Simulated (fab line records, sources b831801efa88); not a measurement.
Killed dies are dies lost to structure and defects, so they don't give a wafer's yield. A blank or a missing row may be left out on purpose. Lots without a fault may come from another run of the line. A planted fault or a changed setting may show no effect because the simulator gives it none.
One fault seen from 2 desks | flow sky130 | each desk has only its own numbers; what lay behind them comes last

THE TOOL OWNER'S DESK: rie_diel-01
The tool's own readings at SKY_VIA1_ETCH_14 (etches BARC in N2/H2, stops on SiO2, time 45.9 s, target depth 60 nm): means of the sampled wafers that have a number, for each lot that ran on this tool. A lot is out of limits, marked OUT, if its mean lies more than 4 standard deviations from the usual mean; the brackets give that distance.
Columns: A = chamber_pressure_mTorr at SKY_VIA1_ETCH_14, usual 29.999 mTorr; B = drypump_motor_current_A at SKY_VIA1_ETCH_14, usual 5.5 A; C = oes_product_au at SKY_VIA1_ETCH_14, usual 0.854 a.u.; D = rf_fwd_power_W at SKY_VIA1_ETCH_14, usual 494.2 W; E = run_length_s at SKY_VIA1_ETCH_14, usual 74.2 s; F = throttle_valve_pct at SKY_VIA1_ETCH_14, usual 13.224 %
lot  | first seen here | A      | B   | C               | D     | E              | F
L240 | day 33 16:36    | 29.997 | 5.7 | 0.853           | 491.8 | 74.5           | 13.231
L246 | day 36 04:16    | 29.987 | 6.2 | 0.859           | 495.2 | 74.4           | 13.218
L252 | day 37 20:50    | 30.005 | 6.1 | 0.780 (-15) OUT | 494.8 | 82.7 (+16) OUT | 13.209
L253 | day 38 08:18    | 30.007 | 5.9 | 0.779 (-16) OUT | 493.2 | 83.0 (+16) OUT | 13.209
This desk's finding: out of limits on L252, L253; first on L252, day 37 20:50 (oes_product_au at SKY_VIA1_ETCH_14). In limits: L240, L246.

THE METROLOGY DESK
What the gauges read, lot by lot, whatever tool the lot ran on: means of the sampled wafers that have a number. A lot is out of limits, marked OUT, if its mean lies more than 4 standard deviations from the usual mean; the brackets give that distance.
Columns: A = VIA1_HDPCVD_THK at SKY_VIA1_THK_MEAS_01, usual 1031 nm; B = VIA1_BOW at SKY_VIA1_BOW_MEAS_03, usual 78 um
lot  | first seen here | A    | B
L240 | day 32 14:00    | 1020 | 84
L246 | day 35 01:09    | 1034 | 76
L248 | day 35 12:22    | 1019 | 79
L252 | day 36 17:49    | 1024 | 85
L253 | day 37 06:28    | 1027 | 78
L257 | day 38 04:57    | 1026 | 81
L258 | day 38 07:54    | 1036 | 75
L260 | day 39 02:27    | 1034 | 78
L262 | day 39 08:40    | 1015 | 71
L263 | day 39 17:31    | 1043 | 75
This desk's finding: nothing out of limits on any of the 10 lots.

PUT TOGETHER
The tool owner's desk could have raised an alarm at day 37 20:50, on L252, L253.
The metrology desk saw nothing out of limits.
The metrology desk has L252, L253 on record, within its limits.
Of the lots named, all ran SKY_VIA1_ETCH_14 on rie_diel-01.

WHAT THE SIMULATOR HAD PUT IN
Process parameter drift: rie_diel-01, from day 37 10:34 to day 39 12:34, at SKY_VIA1_ETCH_14. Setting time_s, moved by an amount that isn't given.
Lots struck among those shown: L252, L253.
Hours from the fault's start to each desk's first reading out of limits: the tool owner's desk, 10.
